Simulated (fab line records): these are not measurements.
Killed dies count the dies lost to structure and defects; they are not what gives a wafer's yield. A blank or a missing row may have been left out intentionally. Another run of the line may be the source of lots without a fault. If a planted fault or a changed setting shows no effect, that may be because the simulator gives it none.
A lot that was struck, set against a sound lot ; flow gf180mcu ; 43 steps out of a route of 602
Sound: wafers L661.1, L661.2, L661.3. The struck wafers were L677.1, L677.2, L677.5. The cause is given at the end.
Order at every step that has rows: each side's tool, ch and its chambers, its first start. Under that, the readings that differ: sound wafers ; struck wafers ; difference of the means ; sigmas: that difference in standard deviations of wafers without a fault.
alike: readings with means less than 2 such deviations apart, plus words and numbers identical on both sides. not compared: withheld readings, readings lacking a value on some wafer, bounds such as >300 that could conceal the same value, and numbers that have no deviation in the record and whose values overlap.
A row with sigmas, a row that says differs or no value, or rows on one side alone: a step with any of these is where the two part. Numbers that don't overlap but have no deviation are shown without sigmas and don't part them. Lack of a reading on every wafer of one side parts them only where that side has two or more wafers.

first, 4 steps without rows for these wafers: GF_SAB_STRIP_13 (strips in O2/N2); GF_SALICIDE_CLEAN_00 (cleans in SC1/SC2, time 150 s); GF_SALICIDE_WET_ETCH_01 (etches SiO2 in dHF, target depth 5 nm, time 100 s); GF_SALICIDE_SPUTTER_02 (material Co, target thk 10 nm, time 20 s).
GF_SALICIDE_SPUTTER_03: material TiN, target thk 20 nm, time 16.7 s.
  sound: pvd sputter-02 at day 16 05:49; struck: pvd sputter-04 at day 21 20:50
  alike: throttle valve pct
GF_SALICIDE_RS_MEAS_04: measurement is done with a four-point probe.
  sound: film metro-04 at day 16 05:51; struck: film metro-02 at day 21 20:51
  alike: SALICIDE_TIN_RS
GF_SALICIDE_THK_MEAS_05: measures by xrf.
  sound: film metro-04 at day 16 05:58; struck: film metro-02 at day 21 20:58
  alike: SALICIDE_TIN_THK
then, 4 steps without rows for these wafers: GF_SALICIDE_RTA_06 (time 30 s); GF_SALICIDE_WET_ETCH_07 (etches the open film in SPM, target depth 120 nm); GF_SALICIDE_RTA_08 (time 30 s); GF_CONTACT_CVD_00 (deposits SiO2, target thk 300 nm, time 50 s).
GF_CONTACT_THK_MEAS_01:
  sound: film metro-03 at day 16 06:22; struck: film metro-02 at day 21 21:23
  alike: CONTACT_CVD_00_THK
GF_CONTACT_CVD_02: deposits SiO2 from TEOS, target thk 860 nm, time 95.992 s.
  sound on pecvd-01 ch 0,1,2, day 16 06:26; struck on pecvd-04 ch 0,2, day 21 21:26
  alike: heater power outer w, heater power w
GF_CONTACT_THK_MEAS_03:
  sound: film metro-03 at day 16 06:30; struck: film metro-04 at day 21 21:31
  alike: CONTACT_CVD_02_THK
then, 1 step without rows for these wafers: GF_CONTACT_CMP_04 (polishes SiO2).
GF_CONTACT_BOW_MEAS_05:
  sound: film metro-03 at day 16 06:52; struck: film metro-04 at day 21 21:52
  alike: CONTACT_BOW
then, 8 steps without rows for these wafers: GF_CONTACT_DEHYDRATE_06 (time 60 s); GF_CONTACT_HMDS_07 (prime time 60 s); GF_CONTACT_COAT_08; GF_CONTACT_COAT_09 (resist thk 1000 nm); GF_CONTACT_SOFTBAKE_10 (time 60 s); GF_CONTACT_EXPOSE_11 (exposes mask Contact, target cd 220 nm); GF_CONTACT_PEB_12 (peb time 90 s); GF_CONTACT_DEVELOP_13 (develop time 60 s).
GF_CONTACT_CD_MEAS_14 targets a cd of 220 nm.
  sound: cd sem-02 at day 17 05:27; struck: cd sem-01 at day 22 20:59
  alike: cd nm
GF_CONTACT_OVL_MEAS_15:
  sound: overlay-01 at day 17 05:34; struck: overlay-02 at day 22 21:06
  alike: CONTACT_OVL
then, 2 steps without rows for these wafers: GF_CONTACT_ETCH_16 (etches BARC in N2/H2); GF_CONTACT_ETCH_17 (etches SiO2 in C4F8/O2/Ar, stops on CoSi2, target depth 860 nm).
GF_CONTACT_STRIP_18: strips in O2/N2.
  sound on plasma asher-04 ch 0,1, day 17 05:46; struck on plasma asher-02 ch 0,1, day 22 21:18
  alike: drypump motor current A, heater power w, oes product au
  not compared: rf hours counter h
then, 3 steps without rows for these wafers: GF_CONTACT_CLEAN_19 (cleans in SPM); GF_CONTACT_CLEAN_20 (cleans in DIW); GF_CONTACT_CLEAN_21 (cleans in dHF, time 20 s).
GF_CONTACT_SPUTTER_22: material Ti, target thk 15 nm, time 80.02 s.
  sound: pvd sputter-01 at day 17 06:04; struck: pvd sputter-02 at day 22 21:37
  alike: throttle valve pct
then, 2 steps without rows for these wafers: GF_CONTACT_SPUTTER_23 (material TiN, target thk 10 nm, time 40 s); GF_CONTACT_CVD_24 (deposits W, target thk 300 nm, time 90.339 s).
GF_CONTACT_RS_MEAS_25: measurement is done with a four-point probe.
  sound: film metro-04 at day 17 06:16; struck: film metro-02 at day 22 21:49
reading;sound;struck;difference;sigmas
CONTACT_W_RS (ohm/sq);0.386 0.392 0.386;0.376 0.374 0.380;-0.011;-3
GF_CONTACT_THK_MEAS_26: measures by xrf.
  sound: film metro-04 at day 17 06:23; struck: film metro-02 at day 22 21:56
reading;sound;struck;difference;sigmas
CONTACT_W_THK (nm);297 292 296;310 308 303;+12;+3
then, 1 step without rows for these wafers: GF_CONTACT_CMP_27 (polishes, stops on SiO2, t overpolish 15 s, target thk 0 nm).
GF_M1_SPUTTER_00: material Ti, target thk 37.5 nm, time 150 s.
  sound: pvd sputter-03 at day 17 06:44; struck: pvd sputter-03 at day 22 22:17
  alike: throttle valve pct
GF_M1_SPUTTER_01: material TiN, target thk 30 nm, time 25 s.
  sound: pvd sputter-03 at day 17 06:50; struck: pvd sputter-03 at day 22 22:23
  alike: throttle valve pct
then, 2 steps without rows for these wafers: GF_M1_SPUTTER_02 (material AlCu, target thk 450 nm, time 23.9 s); GF_M1_SPUTTER_03 (material Ti, target thk 10 nm, time 6.7 s).
-- the record jumps here: 11 days lie between the struck wafers' starts before and after (it left off in module M1 and takes up again in module PASSIVATION, whose first step shown is number 602 of the route) --
GF_PASSIVATION_PROBE_99:
  only the struck wafers here have rows in the record (prober-01, day 34 03:01); the sound ones have none

WHERE THEY PART
Earliest at GF_CONTACT_RS_MEAS_25; latest, in this record, at GF_PASSIVATION_PROBE_99.

WHY: whatever the simulator had introduced
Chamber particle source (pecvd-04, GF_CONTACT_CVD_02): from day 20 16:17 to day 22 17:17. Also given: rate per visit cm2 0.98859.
